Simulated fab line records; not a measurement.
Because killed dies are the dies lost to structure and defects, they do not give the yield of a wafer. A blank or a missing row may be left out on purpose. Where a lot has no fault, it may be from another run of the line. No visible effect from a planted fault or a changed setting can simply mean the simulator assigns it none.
A single fault, viewed from 2 desks    flow sky130    every desk sees just its own numbers, and what lay behind them comes last

## THE METROLOGY DESK
Means of the sampled wafers that have a number, per lot and without regard to the tool the lot ran on: this is what the gauges read. Marked OUT: a lot whose mean sits more than 4 standard deviations from the usual mean, which makes it out of limits; the brackets give that distance.
Columns: A = GATE_OXIDE_OVL at SKY_GATE_OXIDE_OVL_MEAS_10, usual -0.7 nm
lot   first seen here  A
L307  day 13 09:42     -1.3
L317  day 17 20:17     -1.6
L318  day 18 00:28     -0.6
L321  day 18 21:31     -1.0
L325  day 20 08:49     0.0
L326  day 20 12:49     -1.3
L327  day 20 18:52     0.5
L328  day 21 02:44     -0.9
L329  day 21 15:20     -0.6
L330  day 21 20:42     -0.6
This desk's verdict: no lot among the 10 shows anything out of limits.

## TOOL OWNER'S DESK, furnace-01
The tool's own readings at SKY_GATE_OXIDE_OXIDATION_16 (stabilise 600 s, purge 300 s, target thk 3.57 nm): means of the sampled wafers that have a number, for each lot that ran on this tool. Marked OUT: a lot whose mean sits more than 4 standard deviations from the usual mean, which makes it out of limits; the brackets give that distance. 7 of its 9 readings are shown: the first one out of limits and those lying furthest out on some lot.
Columns: A = spike-tc-bottom-C at SKY_GATE_OXIDE_OXIDATION_16, usual 820.8 C; B = spike-tc-centre-C at SKY_GATE_OXIDE_OXIDATION_16, usual 801.2 C; C = spike-tc-lower-C at SKY_GATE_OXIDE_OXIDATION_16, usual 802.2 C; D = spike-tc-top-C at SKY_GATE_OXIDE_OXIDATION_16, usual 813.1 C; E = spike-tc-upper-C at SKY_GATE_OXIDE_OXIDATION_16, usual 800.1 C; F = tube-center-temp-C at SKY_GATE_OXIDE_OXIDATION_16, usual 800 C; G = tube_center_temp_C_max at SKY_GATE_OXIDE_OXIDATION_16, usual 802.0
lot   first seen here  A                B                C                D                E                F                      G
L317  day 17 20:47     848.2 (+11) OUT  826.6 (+21) OUT  827.7 (+23) OUT  838.7 (+21) OUT  825.4 (+23) OUT  826 (+99 or more) OUT  828.1 (+82) OUT
L318  day 18 01:16     848.3 (+11) OUT  828.5 (+23) OUT  827.7 (+23) OUT  838.7 (+21) OUT  825.6 (+23) OUT  826 (+99 or more) OUT  827.8 (+81) OUT
L327  day 20 20:10     822.6            801.1            801.2            812.5            799.4            800                    802.2
L329  day 21 15:49     823.6            801.0            801.6            814.5            799.3            800                    801.9
This desk's verdict: out of limits on L317, L318, starting with L317 at day 17 20:47 (spike-tc-bottom-C at SKY_GATE_OXIDE_OXIDATION_16). Within limits: L327, L329.

## TAKEN TOGETHER
At day 17 20:47, on L317, L318, the tool owner's desk was in a position to raise an alarm.
The metrology desk saw nothing out of limits.
The metrology desk has L317, L318 on record, within its limits.
The lots listed all ran SKY_GATE_OXIDE_OXIDATION_16 on furnace-01.

## WHAT WAS PUT IN BY THE SIMULATOR
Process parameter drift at SKY_GATE_OXIDE_OXIDATION_16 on furnace-01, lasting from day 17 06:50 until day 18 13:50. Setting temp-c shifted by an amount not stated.
Lots struck among those shown: L317, L318.
Delay in hours, fault start to first out-of-limits reading, by desk: the tool owner's desk at 14.
